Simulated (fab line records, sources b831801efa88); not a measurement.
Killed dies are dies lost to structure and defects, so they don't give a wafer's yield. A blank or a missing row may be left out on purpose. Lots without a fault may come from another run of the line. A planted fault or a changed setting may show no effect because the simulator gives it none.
Which tool did it? | flow gf180mcu | 13 lots, 38 wafers sampled, at 1 step of a route of 602

WHAT THE GAUGES READ, wafer by wafer
GF_V5_OVL_MEAS_15.
lot  | measured     | on         | V5_OVL (nm)
L272 | day 27 09:23 | overlay-01 | 4 4 3
L271 | day 27 12:34 | overlay-01 | 2 5 -3
L273 | day 27 20:30 | overlay-02 | 4 2 6
L274 | day 28 08:42 | overlay-01 | 3 4 2
L275 | day 28 14:04 | overlay-01 | -7 -7 -5
L278 | day 29 06:33 | overlay-01 | 3 5 5
L279 | day 29 20:47 | overlay-01 | 5 4 7
L280 | day 29 21:34 | overlay-01 | 3 6 2
L281 | day 30 01:34 | overlay-01 | 5 8 12
L282 | day 30 08:34 | overlay-01 | 9 3 9
L283 | day 30 13:49 | overlay-01 | -4 -10
L284 | day 30 19:43 | overlay-02 | 11 8 5
L294 | day 33 15:32 | overlay-01 | 9 12 11

WHICH TOOL RAN EACH LOT (tool, then ch and the chambers of the sampled wafers, then the start)
The record holds no process step before these readings.

WHAT THE TOOLS THEMSELVES READ (means of the sampled wafers that have a number; where no wafer has one, the mark that the record gives instead)
The record holds no such reading with a usual standard deviation.

THE ANSWER, worked out from the rows above alone
Rule: what is usual is taken from the lots themselves. Put in order of their means at a reading, lots are off if they are a third of the lots or fewer, leave a main group of 4 or more, and stand apart from it by a gap of 3 or more times the standard deviation of the main group's means; of several such gaps the widest counts. A main group whose means are all the same, to the digits that the tables above print for the reading, isn't used. A lot without any number at a reading at which 4 lots or more have one is off too. The other lots that the step has rows for count as sound. The gauges are gone through in route order, then the tools' own readings, and for those a lot's mean is taken as printed above. The first step at which some lot is off is used, and at that step the reading that is off furthest; a lot without a number counts as furthest.
No lot is off at any reading shown: from this, nothing can be told.

WHAT THE SIMULATOR HAD PUT IN
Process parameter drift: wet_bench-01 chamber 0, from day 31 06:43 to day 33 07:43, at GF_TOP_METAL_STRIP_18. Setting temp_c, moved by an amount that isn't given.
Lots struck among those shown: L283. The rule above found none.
